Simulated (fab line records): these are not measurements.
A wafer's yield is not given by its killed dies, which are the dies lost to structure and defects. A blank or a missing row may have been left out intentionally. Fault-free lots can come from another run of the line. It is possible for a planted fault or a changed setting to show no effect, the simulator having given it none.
Comparing a struck lot with a sound one :: flow sky130 :: 17 out of 708 route steps
Sound: wafers L519.1, L519.4, L519.6. Struck: wafers L525.2, L525.4, L525.5. Last of all comes the cause.
Order at every step that has rows: each side's tool, ch and its chambers, its first start. Under that, the readings that differ: sound wafers :: struck wafers :: difference of the means :: sigmas: that difference in standard deviations of wafers without a fault.
alike: readings with means less than 2 such deviations apart, plus words and numbers identical on both sides. not compared: withheld readings, readings lacking a value on some wafer, bounds such as >300 that could conceal the same value, and numbers that have no deviation in the record and whose values overlap.
Wherever a step has rows on one side only, a row that says differs or no value, or a row with sigmas, the two part there. When numbers do not overlap yet have no deviation, they are printed without sigmas and do not part them. A reading that every wafer of one side lacks parts them only if that side has two wafers or more.

SKY_LDD_HVN_OVL_MEAS_07:
  sound on overlay-02, day 22 22:16; struck on overlay-02, day 24 19:28
  alike: LDD_HVN_OVL
following that, these wafers have no rows for 1 step: SKY_LDD_HVN_IMPLANT_08.
SKY_LDD_HVN_STRIP_09: strips in O2/N2.
  sound on plasma asher-02 ch 0,1, day 22 22:27; struck on plasma asher-02 ch 1, day 24 19:39
  alike: drypump motor current A, oes product au, strip time to endpoint s
  not compared: rf hours counter h
SKY_LDD_HVN_TW_MEAS_10:
  sound on film metro-01, day 22 22:33; struck on film metro-04, day 24 19:46
  alike: LDD_HVN_TW
then, 7 steps without rows for these wafers: SKY_LDD_HVP_DEHYDRATE_00 (time 60 s); SKY_LDD_HVP_HMDS_01 (prime time 60 s); SKY_LDD_HVP_COAT_02 (resist thk 300 nm); SKY_LDD_HVP_SOFTBAKE_03 (time 60 s); SKY_LDD_HVP_EXPOSE_04 (exposes mask HVPTM, target cd 700 nm); SKY_LDD_HVP_PEB_05; SKY_LDD_HVP_DEVELOP_06 (develop time 60 s).
SKY_LDD_HVP_OVL_MEAS_07:
  sound on overlay-01, day 24 04:04; struck on overlay-02, day 26 00:53
  alike: LDD_HVP_OVL
SKY_LDD_HVP_IMPLANT_08:
  sound on implanter-02 ch 0, day 24 04:06; struck on implanter-03 ch 0, day 26 01:16
SKY_LDD_HVP_STRIP_09: strips in O2/N2.
  sound on plasma asher-02 ch 0,1, day 24 04:15; struck on plasma asher-02 ch 0,1, day 26 01:23
  alike: drypump motor current A, oes product au, strip time to endpoint s
  not compared: rf hours counter h
SKY_LDD_HVP_TW_MEAS_10:
  sound on film metro-03, day 24 04:21; struck on film metro-03, day 26 01:31
reading: LDD_HVP_TW
sound: 451 456 454
struck: 564 570 571
difference: +115
sigmas: +29
then, 1 step without rows for these wafers: SKY_LDD_LDN_DEHYDRATE_00 (time 60 s).
-- here the record skips 23 days between the struck wafers' starts before and after, leaving off in module LDD_LDN and picking up in module PAD_OPEN (first step shown: number 708 of the route) --
SKY_PAD_OPEN_PROBE_99:
  sound on prober-01, day 47 10:12; struck on prober-02, day 48 16:23
reading: model.etest.tip_p_5v.rs ohm sq
sound: 2852 2837 2871
struck: 1770 1772 1756
difference: -1087
sigmas: 

reading: model.etest.pfet g5v0d10v5.r on ohm um
sound: 4696 4701 4672
struck: 4479 4462 4508
difference: -207
sigmas: 

reading: model.etest.pfet g5v0d10v5.drive ua um
sound: 348.4 348.4 352.2
struck: 359.9 365.5 361.7
difference: +12.7
sigmas: 

reading: model.etest.pfet g5v0d10v5.off log10 a um
sound: -12.47 -12.05 -12.03
struck: -11.21 -10.8 -11.12
difference: +1.14
sigmas: 

reading: model.etest.ring_5v.delay ps
sound: 44.35 44.81 44.04
struck: 43.71 43.52 43.58
difference: -0.80
sigmas: 

reading: model.etest.pfet g5v0d10v5.vt sat v (V)
sound: -0.613 -0.5904 -0.5779
struck: -0.5305 -0.4948 -0.5201
difference: +0.0786
sigmas: 
  alike: killed_at_M0_to_M3, killed_at_M4_up, killed at contacts, killed at front end, killed at other, killed dies, killed open, killed short

WHERE THEY PART
Within this record, at SKY_LDD_HVP_TW_MEAS_10 only. Later steps at which nothing parts them and some readings are alike: SKY_PAD_OPEN_PROBE_99.

WHY: whatever the simulator had introduced
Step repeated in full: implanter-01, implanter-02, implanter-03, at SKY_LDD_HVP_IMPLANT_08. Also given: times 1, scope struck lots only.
